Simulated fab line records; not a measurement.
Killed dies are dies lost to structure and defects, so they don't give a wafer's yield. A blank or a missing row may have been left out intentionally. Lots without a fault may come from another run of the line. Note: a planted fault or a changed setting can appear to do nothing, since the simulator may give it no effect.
fab line records ; flow sky130
[record] lots = 5; wafers = 15; lastDay = 49
route steps=708 shown VT_ADJUST_HVTR@135 VT_ADJUST_PCH@143 SONOS_TUNNEL@154
lots that met no fault: taken from a fault-free run of the same line
startH: the number of hours between the record's first day and the start of the first shown wafer of the lot ; waitH: time in hours since the lot's previous step ; " the same as in the row above ; L1.1+2: several wafers, shown together as one row ; - either no value or no given start ; * or withheld: withheld ; < > ~ a bound
route shown NAME@n: a module of which the file shows steps, and the number in the route of the first ; usual: the fault-free wafers' mean and standard deviation ; same: alike in all rows ; chamber/n: place in a boat ; sites: each site's reading ; _std_site: their standard deviation ; _edge_site: the outer-site mean with the inner-site mean subtracted ; radiusMm: how far each site lies from the wafer's centre ; mask NAME#n: copy n ; behind: tool/chamber where the wafer was last shaped ; hold: why the lot went on hold/how many hours it stayed there/how the hold came to an end ; device: names the non-switching transistor (n, p or np) ; end of line: tests run on the same wafers once the route is complete ; a step given without rows: its recipe and nothing more ; killed: at the first sort, the dies lost to defects and structure; wafer yield is something else ; map: a wafer's dies, marking killed ones x, the rest . and places with no die _
set.NAME: the setting as run; set.NAME@STEP: as run at that earlier step ; model.NAME: the simulator's own value behind a step, which no gauge read
lots seen at some steps along the route; tables by step, rows by wafer
services: a tool's chamber out of use, with start hour (startH, from the record's first day; less than 0 if before it), hours out, and reason
[[steps]]
[step SKY_VT_ADJUST_HVTR_EXPOSE_04]
[recipe] maskId = HVTRM; targetCdNm = 380; na = 0.6; sourceShape = conventional; sigmaOuter = 0.6; doseMj = 150
[step SKY_VT_ADJUST_HVTR_PEB_05]
[recipe] tempC = withheld; timeS = *; resist = NOVOLAK
[step SKY_VT_ADJUST_HVTR_DEVELOP_06]
[recipe] developTimeS = 60; devTempC = 23
[step SKY_VT_ADJUST_HVTR_CD_MEAS_07]
[recipe] targetCdNm = 380
[usual] cdNm = 380.8/2.2
lot.wafer;tool;chamber;startH;waitH;cdNm
L810.3;cdSem-02;-;227.79;0.1;381.6
L810.4;cdSem-02;-;227.79;0.1;379.6
L810.5;cdSem-02;-;227.79;0.1;378.7
L811.1;cdSem-01;-;235.71;0.1;382.8
L811.2;cdSem-01;-;235.71;0.1;383.8
L811.6;cdSem-01;-;235.71;0.1;382.4
L821.3;cdSem-01;-;313.29;0.1;376.6
L821.4;cdSem-01;-;313.29;0.1;378.6
L821.5;cdSem-01;-;313.29;0.1;373.8
L822.1;cdSem-01;-;320.95;0.1;382.9
L822.3;cdSem-01;-;320.95;0.1;383.9
L822.5;cdSem-01;-;320.95;0.1;380.3
L823.1;cdSem-02;-;324.45;0.1;381.0
L823.2;cdSem-02;-;324.45;0.1;383.5
L823.6;cdSem-02;-;324.45;0.1;384.8
[step SKY_VT_ADJUST_HVTR_OVL_MEAS_08]
[usual] VT_ADJUST_HVTR_OVL = 0.3/1.2
lot.wafer;tool;chamber;startH;waitH;VT_ADJUST_HVTR_OVL[nm]
L810.3;overlay-02;-;227.88;0.1;1.0
L810.4;overlay-02;-;227.88;0.1;1.2
L810.5;overlay-02;-;227.88;0.1;0.7
L811.1;overlay-01;-;235.83;0.1;0.8
L811.2;overlay-01;-;235.83;0.1;0.4
L811.6;overlay-01;-;235.83;0.1;2.2
L821.3;overlay-02;-;313.38;0.1;0.4
L821.4;overlay-02;-;313.38;0.1;1.5
L821.5;overlay-02;-;313.38;0.1;1.0
L822.1;overlay-02;-;321.07;0.1;0.5
L822.3;overlay-02;-;321.07;0.1;-0.3
L822.5;overlay-02;-;321.07;0.1;-0.3
L823.1;overlay-01;-;324.57;0.1;-0.6
L823.2;overlay-01;-;324.57;0.1;0.4
L823.6;overlay-01;-;324.57;0.1;0.9
[step SKY_VT_ADJUST_HVTR_IMPLANT_09]
[recipe] species = B; energyKev = 10; doseCm2 = 2.1e+12; tiltDeg = withheld
[step SKY_VT_ADJUST_HVTR_STRIP_10]
[recipe] chemistry = O2/N2; powerW = 1400; pressureMtorr = 1500; platenTempC = withheld; o2FlowSccm = 3000; n2FlowSccm = 300; overashFraction = 0.5
[usual] drypumpMotorCurrentA = 5.7/0.47; oesProductAu = 0.716/0.0043; stripTimeToEndpointS = 14.32/0.034
lot.wafer;tool;chamber;startH;waitH;drypumpMotorCurrentA;oesProductAu;rfHoursCounterH;stripTimeToEndpointS
L810.3;plasmaAsher-04;0;228.09;0.1;5.2;0.712;-;14.33
L810.4;plasmaAsher-04;1;228.09;0.1;6.4;0.716;-;14.36
L810.5;plasmaAsher-04;0;228.09;0.1;5.1;0.719;-;14.31
L811.1;plasmaAsher-03;1;236.02;0.1;5.5;0.713;11;14.30
L811.2;plasmaAsher-03;0;236.02;0.1;5.3;0.723;11;14.30
L811.6;plasmaAsher-03;0;236.02;0.1;5.3;0.721;-;14.31
L821.3;plasmaAsher-04;1;313.59;0.1;6.4;0.717;-;14.40
L821.4;plasmaAsher-04;0;313.59;0.1;5.1;0.714;-;14.31
L821.5;plasmaAsher-04;1;313.59;0.1;6.4;0.720;-;14.33
L822.1;plasmaAsher-03;1;321.25;0.1;5.5;0.720;20;14.29
L822.3;plasmaAsher-03;0;321.25;0.1;5.3;0.708;-;14.30
L822.5;plasmaAsher-03;0;321.25;0.1;5.3;0.718;-;14.35
L823.1;plasmaAsher-04;1;324.75;0.1;6.3;0.720;52;14.32
L823.2;plasmaAsher-04;0;324.75;0.1;5.1;0.712;52;14.29
L823.6;plasmaAsher-04;1;324.75;0.1;6.4;0.716;-;14.28
[step SKY_VT_ADJUST_HVTR_TW_MEAS_11]
[usual] VT_ADJUST_HVTR_TW = 212.0/1.5
lot.wafer;tool;chamber;startH;waitH;VT_ADJUST_HVTR_TW
L810.3;filmMetro-03;-;228.18;0.1;210.9
L810.4;filmMetro-03;-;228.18;0.1;210.5
L810.5;filmMetro-03;-;228.18;0.1;210.7
L811.1;filmMetro-03;-;236.12;0.1;210.7
L811.2;filmMetro-03;-;236.12;0.1;210.2
L811.6;filmMetro-03;-;236.12;0.1;210.6
L821.3;filmMetro-03;-;313.67;0.1;211.1
L821.4;filmMetro-03;-;313.67;0.1;211.6
L821.5;filmMetro-03;-;313.67;0.1;210.4
L822.1;filmMetro-03;-;321.35;0.1;212.1
L822.3;filmMetro-03;-;321.35;0.1;212.2
L822.5;filmMetro-03;-;321.35;0.1;212.4
L823.1;filmMetro-02;-;324.85;0.1;213.4
L823.2;filmMetro-02;-;324.85;0.1;213.1
L823.6;filmMetro-02;-;324.85;0.1;213.5
[step SKY_VT_ADJUST_PCH_DEHYDRATE_00]
[recipe] tempC = 200; timeS = 60
[step SKY_VT_ADJUST_PCH_HMDS_01]
[recipe] primeTimeS = 60; primeTempC = 120
[step SKY_VT_ADJUST_PCH_COAT_02]
[recipe] spinRpm = 2000; resistThkNm = 3000
[step SKY_VT_ADJUST_PCH_SOFTBAKE_03]
[recipe] tempC = 110; timeS = withheld
[step SKY_VT_ADJUST_PCH_EXPOSE_04]
[recipe] maskId = NWM; na = 0.6; sourceShape = conventional; sigmaOuter = 0.6; polarization = unpolarized; targetCdNm = 840; doseMj = 255
lot.wafer;tool;chamber;startH;waitH;mask
L810.3+4+5;ilineStepper-02;0;240.15;-;NWM#0
L811.1+2+6;ilineStepper-01;0;248.18;-;TUNM#0
L821.3+4+5;ilineStepper-01;0;326.81;-;NWM#0
L822.1+3+5;ilineStepper-01;0;335.06;-;NWM#0
L823.1+2+6;ilineStepper-01;0;338.87;-;NWM#0
[step SKY_VT_ADJUST_PCH_PEB_05]
[recipe] tempC = 115; timeS = withheld
[step SKY_VT_ADJUST_PCH_DEVELOP_06]
[recipe] wallAngleDeg = 90; developer = TMAH; developTimeS = 60; devTempC = 23
[step SKY_VT_ADJUST_PCH_OVL_MEAS_07]
[usual] VT_ADJUST_PCH_OVL = 0.4/1.4
lot.wafer;tool;chamber;startH;waitH;VT_ADJUST_PCH_OVL[nm]
L810.3;overlay-02;-;251.94;-;-0.8
L810.4;overlay-02;-;251.94;-;1.8
L810.5;overlay-02;-;251.94;-;0.6
L811.1;overlay-02;-;260.43;-;-
L811.2;overlay-02;-;260.43;-;-
L811.6;overlay-02;-;260.43;-;-
L821.3;overlay-02;-;339.84;-;2.0
L821.4;overlay-02;-;339.84;-;0.6
L821.5;overlay-02;-;339.84;-;0.8
L822.1;overlay-01;-;348.53;-;-0.2
L822.3;overlay-01;-;348.53;-;1.3
L822.5;overlay-01;-;348.53;-;0.8
L823.1;overlay-01;-;352.58;-;0.8
L823.2;overlay-01;-;352.58;-;1.6
L823.6;overlay-01;-;352.58;-;0.9
[step SKY_VT_ADJUST_PCH_IMPLANT_08]
[recipe] species = B; energyKev = 10; doseCm2 = 5.037e+11; tiltDeg = withheld
[step SKY_VT_ADJUST_PCH_STRIP_09]
[recipe] chemistry = O2/N2; powerW = 1400; pressureMtorr = 1500; platenTempC = withheld; o2FlowSccm = 3000; n2FlowSccm = 300; overashFraction = 0.5
[usual] drypumpMotorCurrentA = 5.9/0.5; oesProductAu = 0.723/0.0046; stripTimeToEndpointS = 36.95/0.1
lot.wafer;tool;chamber;startH;waitH;drypumpMotorCurrentA;oesProductAu;rfHoursCounterH;stripTimeToEndpointS
L810.3;plasmaAsher-01;1;252.15;0.1;6.1;0.723;-;36.84
L810.4;plasmaAsher-01;0;252.15;0.1;5.4;0.728;-;36.94
L810.5;plasmaAsher-01;0;252.15;0.1;5.4;0.723;-;36.97
L811.1;plasmaAsher-04;0;260.62;0.1;5.1;0.728;46;37.09
L811.2;plasmaAsher-04;1;260.62;0.1;6.3;0.728;46;36.95
L811.6;plasmaAsher-04;1;260.62;0.1;6.3;0.724;-;37.04
L821.3;plasmaAsher-01;1;340.05;0.1;6.1;0.720;-;37.05
L821.4;plasmaAsher-01;0;340.05;0.1;5.4;0.725;-;36.94
L821.5;plasmaAsher-01;1;340.05;0.1;6.1;0.723;-;36.96
L822.1;plasmaAsher-01;1;348.72;0.1;6.1;0.717;65;37.01
L822.3;plasmaAsher-01;0;348.72;0.1;5.4;0.731;-;36.86
L822.5;plasmaAsher-01;0;348.72;0.1;5.5;0.720;-;36.78
L823.1;plasmaAsher-02;0;352.77;0.1;6.0;0.720;63;37.03
L823.2;plasmaAsher-02;1;352.77;0.1;6.5;0.724;63;37.12
L823.6;plasmaAsher-02;0;352.77;0.1;6.0;0.722;-;36.92
[step SKY_VT_ADJUST_PCH_TW_MEAS_10]
[usual] VT_ADJUST_PCH_TW = 142.9/1.3
lot.wafer;tool;chamber;startH;waitH;VT_ADJUST_PCH_TW
L810.3;filmMetro-03;-;252.24;0.1;143.6
L810.4;filmMetro-03;-;252.24;0.1;142.9
L810.5;filmMetro-03;-;252.24;0.1;143.2
L811.1;filmMetro-03;-;260.72;0.1;30.1
L811.2;filmMetro-03;-;260.72;0.1;30.2
L811.6;filmMetro-03;-;260.72;0.1;30.1
L821.3;filmMetro-02;-;340.14;0.1;144.5
L821.4;filmMetro-02;-;340.14;0.1;145.2
L821.5;filmMetro-02;-;340.14;0.1;145.5
L822.1;filmMetro-01;-;348.82;0.1;142.2
L822.3;filmMetro-01;-;348.82;0.1;141.8
L822.5;filmMetro-01;-;348.82;0.1;141.7
L823.1;filmMetro-03;-;352.87;0.1;143.2
L823.2;filmMetro-03;-;352.87;0.1;143.4
L823.6;filmMetro-03;-;352.87;0.1;143.7
[step SKY_SONOS_TUNNEL_DEHYDRATE_00]
[recipe] tempC = 200; timeS = 60
[step SKY_SONOS_TUNNEL_HMDS_01]
[recipe] primeTimeS = 60; primeTempC = 120
[step SKY_SONOS_TUNNEL_COAT_02]
[recipe] resist = NOVOLAK; spinRpm = 3000; resistThkNm = 1140
[step SKY_SONOS_TUNNEL_SOFTBAKE_03]
[recipe] tempC = 90; timeS = 60; resist = NOVOLAK
[step SKY_SONOS_TUNNEL_EXPOSE_04]
[recipe] maskId = TUNM; na = 0.6; sourceShape = conventional; sigmaOuter = 0.6; polarization = unpolarized; targetCdNm = 410; doseMj = 136
[step SKY_SONOS_TUNNEL_PEB_05]
[recipe] tempC = withheld; timeS = *; resist = NOVOLAK
[step SKY_SONOS_TUNNEL_DEVELOP_06]
[recipe] resist = NOVOLAK; developer = TMAH; developTimeS = 60; devTempC = 23
[step SKY_SONOS_TUNNEL_CD_MEAS_07]
[recipe] targetCdNm = 410
[usual] cdNm = 409.5/2.1
lot.wafer;tool;chamber;startH;waitH;cdNm
L810.3;cdSem-01;-;278.07;0.1;409.9
L810.4;cdSem-01;-;278.07;0.1;412.2
L810.5;cdSem-01;-;278.07;0.1;410.8
L811.1;cdSem-01;-;287.40;0.1;409.2
L811.2;cdSem-01;-;287.40;0.1;409.5
L811.6;cdSem-01;-;287.40;0.1;412.4
L821.3;cdSem-02;-;368.17;0.1;409.1
L821.4;cdSem-02;-;368.17;0.1;412.7
L821.5;cdSem-02;-;368.17;0.1;410.7
L822.1;cdSem-02;-;376.73;0.1;407.9
L822.3;cdSem-02;-;376.73;0.1;407.5
L822.5;cdSem-02;-;376.73;0.1;407.2
L823.1;cdSem-01;-;380.96;0.1;408.3
L823.2;cdSem-01;-;380.96;0.1;409.0
L823.6;cdSem-01;-;380.96;0.1;407.6
[step SKY_SONOS_TUNNEL_OVL_MEAS_08]
[usual] SONOS_TUNNEL_OVL = 0.9/1.3
lot.wafer;tool;chamber;startH;waitH;SONOS_TUNNEL_OVL[nm]
L810.3;overlay-01;-;278.16;0.1;1.0
L810.4;overlay-01;-;278.16;0.1;0.8
L810.5;overlay-01;-;278.16;0.1;-0.2
L811.1;overlay-01;-;287.52;0.1;2.5
L811.2;overlay-01;-;287.52;0.1;2.2
L811.6;overlay-01;-;287.52;0.1;1.7
L821.3;overlay-02;-;368.26;0.1;-0.5
L821.4;overlay-02;-;368.26;0.1;-1.6
L821.5;overlay-02;-;368.26;0.1;-1.4
L822.1;overlay-01;-;376.85;0.1;0.6
L822.3;overlay-01;-;376.85;0.1;2.8
L822.5;overlay-01;-;376.85;0.1;1.3
L823.1;overlay-01;-;381.08;0.1;2.2
L823.2;overlay-01;-;381.08;0.1;2.3
L823.6;overlay-01;-;381.08;0.1;0.8
[step SKY_SONOS_TUNNEL_IMPLANT_09]
[recipe] species = B; energyKev = 20; doseCm2 = 1e+12; tiltDeg = withheld
[step SKY_SONOS_TUNNEL_WET_ETCH_10]
[recipe] chemistry = dHF; targetDepthNm = 14; target = SiO2; dilution = 100:1; tempC = 25; timeS = 280
[step SKY_SONOS_TUNNEL_STRIP_11]
[recipe] chemistry = SPM; timeS = 600; tempC = 130
[step SKY_SONOS_TUNNEL_TW_MEAS_12]
[usual] SONOS_TUNNEL_TW = 197.2/2.1
lot.wafer;tool;chamber;startH;waitH;SONOS_TUNNEL_TW
L810.3;filmMetro-03;-;278.63;0.0;196.5
L810.4;filmMetro-03;-;278.63;0.0;195.7
L810.5;filmMetro-03;-;278.63;0.0;196.1
L811.1;filmMetro-03;-;287.97;0.0;212.1
L811.2;filmMetro-03;-;287.97;0.0;211.2
L811.6;filmMetro-03;-;287.97;0.0;212.9
L821.3;filmMetro-03;-;368.73;0.0;195.0
L821.4;filmMetro-03;-;368.73;0.0;197.2
L821.5;filmMetro-03;-;368.73;0.0;197.2
L822.1;filmMetro-04;-;377.31;0.0;200.3
L822.3;filmMetro-04;-;377.31;0.0;200.2
L822.5;filmMetro-04;-;377.31;0.0;199.7
L823.1;filmMetro-04;-;381.55;0.0;200.3
L823.2;filmMetro-04;-;381.55;0.0;199.2
L823.6;filmMetro-04;-;381.55;0.0;200.2
[step SKY_SONOS_TUNNEL_CLEAN_13]
[recipe] chemistry = dHF; timeS = 20; dilution = 100:1; dry = ipaMarangoni
[[services]]
tool;chamber;startH;hours;kind
plasmaAsher-03;-;205.62;3.6;repair
ilineStepper-02;-;218.89;1.6;repair
ilineStepper-02;-;242.86;4.4;pm
plasmaAsher-02;-;282.99;2.3;repair
ilineStepper-01;-;286.83;1.7;pm
ilineStepper-02;-;288.50;3.5;repair
ilineStepper-02;-;297.61;1.7;pm
plasmaAsher-03;-;314.85;0.7;repair
plasmaAsher-02;-;337.53;2.8;pm
[[key]]
[firstSign] step = SKY_VT_ADJUST_PCH_EXPOSE_04; reading = mask; direction = changed
[effect] step = SKY_VT_ADJUST_PCH_OVL_MEAS_07; reading = VT_ADJUST_PCH_OVL; direction = missing
[effect] step = SKY_VT_ADJUST_PCH_TW_MEAS_10; reading = VT_ADJUST_PCH_TW; direction = down; sigmas = 88; usual = 142.9; struck = 30.1
[effect] step = SKY_SONOS_TUNNEL_TW_MEAS_12; reading = SONOS_TUNNEL_TW; direction = up; sigmas = 7; usual = 197.2; struck = 212.1
metAt SKY_VT_ADJUST_PCH_EXPOSE_04
struckWafers L811.1,L811.2,L811.6
sortLeftOut L811.1,L811.2,L811.6
testerLeftOut L811
[fault] kind = wrongMask; tool = any; chamber = -; onsetH = 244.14; steps = SKY_VT_ADJUST_PCH_EXPOSE_04; auxCopy = TUNM#0; scope = struckLotsOnly
// testerLeftOut: of these lots the tester's yield and bins aren't shown, on N5 and GAA mostly nor the transistor test; their killed dies are dies lost to structure and defects alone, not to doping, threshold or leakage, so they don't give the yield
// sortLeftOut: the simulated sort isn't trusted on such a fault, so these wafers' sort isn't shown, and their yield isn't known
